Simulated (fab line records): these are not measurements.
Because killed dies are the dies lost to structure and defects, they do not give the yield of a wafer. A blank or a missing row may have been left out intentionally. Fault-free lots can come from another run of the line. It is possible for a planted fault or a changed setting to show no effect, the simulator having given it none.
What tool caused it? | flow sky130 | Sampling: 6 lots, 18 wafers, 2 of 708 route steps

## WHAT EACH GAUGE READ, for each wafer
SKY_VT_ADJUST_LVTN_OVL_MEAS_18.
lot  | measured     | on         | VT_ADJUST_LVTN_01_OVL (nm)
L856 | day 8 02:29  | overlay-02 | -1.0 -2.5 -2.7
L859 | day 8 18:31  | overlay-02 | -4.0 -3.5 -2.5
L862 | day 9 19:14  | overlay-02 | 0.9 0.3 0.6
L867 | day 11 10:14 | overlay-01 | -4.2 -1.0 -2.7
L873 | day 12 19:13 | overlay-01 | -2.2 -1.8 0.2
L876 | day 13 12:46 | overlay-02 | -0.8 -1.8 -0.6

## WHICH TOOL RAN EACH LOT (tool, then ch and the chambers of the sampled wafers, then the start)
lot  | SKY_FIELD_ISO_ETCH_17
L856 | rie-si-01 ch 1,2, day 2 13:38
L859 | rie-si-02 ch 0,2,3, day 3 02:02
L862 | rie-si-01 ch 0,3, day 3 16:55
L867 | rie-si-01 ch 1,3, day 5 00:24
L873 | rie-si-02 ch 1,3, day 6 02:05
L876 | rie-si-02 ch 0,2, day 6 18:38
- SKY_FIELD_ISO_ETCH_17: etches Si in HBr/Cl2/O2, target depth 342 nm, time 97.7 s.

## THE ANSWER, worked out from the rows above alone
Rule: usual is defined by the lots themselves. Put in order of their means at a reading, lots are off if they are a third of the lots or fewer, leave a main group of 4 or more, and stand apart from it by a gap of 3 or more times the standard deviation of the main group's means; of several such gaps the widest counts. The tables above print the reading to a certain number of digits; a main group whose means all agree to those digits is not used. Also off: a lot with no number at a reading for which 4 or more lots have one. Where the step has rows for the other lots, those lots are counted as sound.
No lot is off at any reading shown: from this, nothing can be told.

## WHAT THE SIMULATOR HAD PUT IN
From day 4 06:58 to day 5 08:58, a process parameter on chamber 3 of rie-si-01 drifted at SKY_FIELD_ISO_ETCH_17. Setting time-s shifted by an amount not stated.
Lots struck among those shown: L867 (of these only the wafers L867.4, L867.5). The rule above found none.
